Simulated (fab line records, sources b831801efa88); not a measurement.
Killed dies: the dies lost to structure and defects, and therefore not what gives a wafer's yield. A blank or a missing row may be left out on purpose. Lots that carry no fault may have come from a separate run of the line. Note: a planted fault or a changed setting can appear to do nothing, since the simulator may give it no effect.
Chamber matching    flow sky130    SKY_POLY_CUT_ETCH_10 on rie_diel-04 has 4 sister chambers
The step etches BARC in N2/H2, stops on SiO2, time 45.9 s, target depth 60 nm. 4 wafers are shown with their chamber, then 8 later ones without.

== EACH WAFER AND ITS CHAMBER ==
wafer   chamber  drypump_motor_current_A (A)
L087.4  3        4.8
L088.5  0        5.2
L088.6  1        5.3
L092.1  2        5.5

== WAFERS WITHOUT THEIR CHAMBER ==
wafer   drypump_motor_current_A (A)
L092.2  5.3
L092.6  5.3
L094.4  5.3
L094.5  4.8
L094.6  5.2
L095.1  5.4
L095.3  5.3
L095.4  5.2

== THE CHAMBER EACH PASSED THROUGH ==
wafer   from the rows above      in truth
L092.2  1                        1
L092.6  1                        1
L094.4  1                        1
L094.5  3                        3
L094.6  0                        0
L095.1  can't be placed: 2 or 1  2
L095.3  1                        1
L095.4  0                        0
7 of 8 placed correctly. Can't be placed from these rows: 1 (the true chamber is among the candidates in 1). 0 placed wrongly.
How it was worked out, from the rows above alone: a wafer's distance from a chamber is the root of the sum, over the readings, of the square of ((its reading less the chamber's mean) divided by the reading's scatter). If the next closest chamber is less than 2 further off than the closest, the wafer can't be placed; otherwise it belongs to the closest. Each chamber's mean is taken over the wafers shown for it. The scatter (one wafer shown for each chamber): square how far every hidden wafer sits from the nearest shown wafer, average those squares and take the square root.
